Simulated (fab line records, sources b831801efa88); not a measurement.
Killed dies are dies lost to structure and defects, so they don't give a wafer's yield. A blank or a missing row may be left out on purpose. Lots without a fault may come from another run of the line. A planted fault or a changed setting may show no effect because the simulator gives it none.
Which tool did it? | flow sky130 | 12 lots, 36 wafers sampled, at 5 steps of a route of 708

WHAT THE GAUGES READ, wafer by wafer
SKY_VIA1_THK_MEAS_01.
lot  | measured     | on            | VIA1_HDPCVD_THK (nm)
L696 | day 33 14:11 | film_metro-04 | 1029 1042 1044
L698 | day 34 06:38 | film_metro-04 | 1041 1055 1045
L699 | day 34 12:49 | film_metro-02 | 1046 1034 1047
L702 | day 35 20:47 | film_metro-04 | 1032 1016 1018
L703 | day 35 23:50 | film_metro-04 | 1034 1025 1035
L704 | day 36 16:13 | film_metro-04 | 1043 1035 1042
L705 | day 36 17:44 | film_metro-04 | 1013 1026 1017
L706 | day 36 20:19 | film_metro-02 | 2057 2048 2083
L707 | day 37 01:56 | film_metro-04 | 2082 2061 2067
L708 | day 37 15:46 | film_metro-02 | 1030 1038 1016
L717 | day 39 16:37 | film_metro-03 | 1035 1045 1036
L719 | day 40 10:16 | film_metro-03 | 1037 1031 1041

SKY_VIA1_BOW_MEAS_03.
lot  | measured     | on            | VIA1_BOW (um)
L696 | day 33 14:33 | film_metro-04 | 75 76 84
L698 | day 34 07:00 | film_metro-04 | 85 85 94
L699 | day 34 13:11 | film_metro-04 | 77 79 84
L702 | day 35 21:08 | film_metro-04 | 79 71 73
L703 | day 36 00:11 | film_metro-02 | 81 68 75
L704 | day 36 16:34 | film_metro-03 | 89 82 77
L705 | day 36 18:24 | film_metro-02 | 75 83 68
L706 | day 36 20:42 | film_metro-02 | 82 77 76
L707 | day 37 02:19 | film_metro-03 | 91 96 82
L708 | day 37 16:10 | film_metro-04 | 85 77 95
L717 | day 39 16:59 | film_metro-04 | 74 78 78
L719 | day 40 10:39 | film_metro-04 | 80 76 91

WHICH TOOL RAN EACH LOT (tool, then ch and the chambers of the sampled wafers, then the start)
lot  | SKY_METAL1_SPUTTER_02        | SKY_METAL1_ETCH_18                | SKY_VIA1_HDPCVD_00
L696 | pvd_sputter-02, day 32 10:01 | rie_metal-01 ch 0,1, day 33 13:19 | hdpcvd-02 ch 1,2, day 33 14:05
L698 | pvd_sputter-04, day 33 02:01 | rie_metal-02 ch 0,1, day 34 05:43 | hdpcvd-02 ch 0,1,2, day 34 06:31
L699 | pvd_sputter-01, day 33 08:21 | rie_metal-03 ch 0,1, day 34 11:57 | hdpcvd-02 ch 0,1, day 34 12:41
L702 | pvd_sputter-02, day 34 17:52 | rie_metal-03 ch 0,1, day 35 19:55 | hdpcvd-01 ch 0,2, day 35 20:40
L703 | pvd_sputter-04, day 34 19:40 | rie_metal-03 ch 0,1, day 35 22:59 | hdpcvd-02 ch 0,1, day 35 23:43
L704 | pvd_sputter-01, day 35 11:23 | rie_metal-02 ch 0,1, day 36 15:21 | hdpcvd-02 ch 0,1, day 36 16:06
L705 | pvd_sputter-01, day 35 13:25 | rie_metal-01 ch 0,1, day 36 16:53 | hdpcvd-01 ch 0,2, day 36 17:38
L706 | pvd_sputter-04, day 35 15:19 | rie_metal-03 ch 0,1, day 36 19:11 | hdpcvd-01 ch 1,2, day 36 19:56
L707 | pvd_sputter-02, day 35 21:29 | rie_metal-02 ch 0,1, day 37 00:48 | hdpcvd-02 ch 0,1,2, day 37 01:31
L708 | pvd_sputter-01, day 36 11:40 | rie_metal-01 ch 0,1, day 37 14:54 | hdpcvd-02 ch 0,1,2, day 37 15:41
L717 | pvd_sputter-01, day 38 12:53 | rie_metal-01 ch 0,1, day 39 15:45 | hdpcvd-02 ch 0,2, day 39 16:29
L719 | pvd_sputter-02, day 39 07:34 | rie_metal-03 ch 0,1, day 40 09:24 | hdpcvd-02 ch 0,1,2, day 40 10:11
- SKY_METAL1_SPUTTER_02: material AlCu, target thk 250 nm, time 13.3 s.
- SKY_METAL1_ETCH_18: etches BARC in N2/H2, stops on SiO2, time 45.9 s, target depth 60 nm.
- SKY_VIA1_HDPCVD_00: deposits SiO2, target thk 1030 nm, time 171.7 s.

WHAT THE TOOLS THEMSELVES READ (means of the sampled wafers that have a number; where no wafer has one, the mark that the record gives instead)
SKY_METAL1_SPUTTER_02.
lot  | tool           | throttle_valve_pct (%)
L696 | pvd_sputter-02 | 30.1
L698 | pvd_sputter-04 | 30.6
L699 | pvd_sputter-01 | 28.7
L702 | pvd_sputter-02 | 30.5
L703 | pvd_sputter-04 | 31.0
L704 | pvd_sputter-01 | 28.8
L705 | pvd_sputter-01 | 29.6
L706 | pvd_sputter-04 | 30.1
L707 | pvd_sputter-02 | 30.0
L708 | pvd_sputter-01 | 28.7
L717 | pvd_sputter-01 | 29.5
L719 | pvd_sputter-02 | 30.2

SKY_METAL1_ETCH_18.
lot  | tool         | drypump_motor_current_A (A) | oes_product_au (a.u.) | throttle_valve_pct (%)
L696 | rie_metal-01 | 5.3                         | 0.854                 | 13.220
L698 | rie_metal-02 | 6.0                         | 0.853                 | 13.226
L699 | rie_metal-03 | 5.9                         | 0.854                 | 13.226
L702 | rie_metal-03 | 6.1                         | 0.854                 | 13.232
L703 | rie_metal-03 | 5.9                         | 0.859                 | 13.231
L704 | rie_metal-02 | 6.2                         | 0.856                 | 13.220
L705 | rie_metal-01 | 5.9                         | 0.853                 | 13.219
L706 | rie_metal-03 | 6.0                         | 0.861                 | 13.223
L707 | rie_metal-02 | 6.0                         | 0.859                 | 13.230
L708 | rie_metal-01 | 5.9                         | 0.856                 | 13.222
L717 | rie_metal-01 | 5.9                         | 0.857                 | 13.231
L719 | rie_metal-03 | 6.0                         | 0.850                 | 13.226

THE ANSWER, worked out from the rows above alone
Rule: what is usual is taken from the lots themselves. Put in order of their means at a reading, lots are off if they are a third of the lots or fewer, leave a main group of 4 or more, and stand apart from it by a gap of 3 or more times the standard deviation of the main group's means; of several such gaps the widest counts. A main group whose means are all the same, to the digits that the tables above print for the reading, isn't used. A lot without any number at a reading at which 4 lots or more have one is off too. The other lots that the step has rows for count as sound. The gauges are gone through in route order, then the tools' own readings, and for those a lot's mean is taken as printed above. The first step at which some lot is off is used, and at that step the reading that is off furthest; a lot without a number counts as furthest.
Off: L706, L707, at SKY_VIA1_THK_MEAS_01 (VIA1_HDPCVD_THK). The main group: mean 1034 nm, standard deviation 8.6.
A tool fits if, at a process step before that reading, it ran every lot that is off, and no sound lot after the first of them. The gauges at SKY_VIA1_THK_MEAS_01 are tried like those tools. None of those tried fits.

WHAT THE SIMULATOR HAD PUT IN
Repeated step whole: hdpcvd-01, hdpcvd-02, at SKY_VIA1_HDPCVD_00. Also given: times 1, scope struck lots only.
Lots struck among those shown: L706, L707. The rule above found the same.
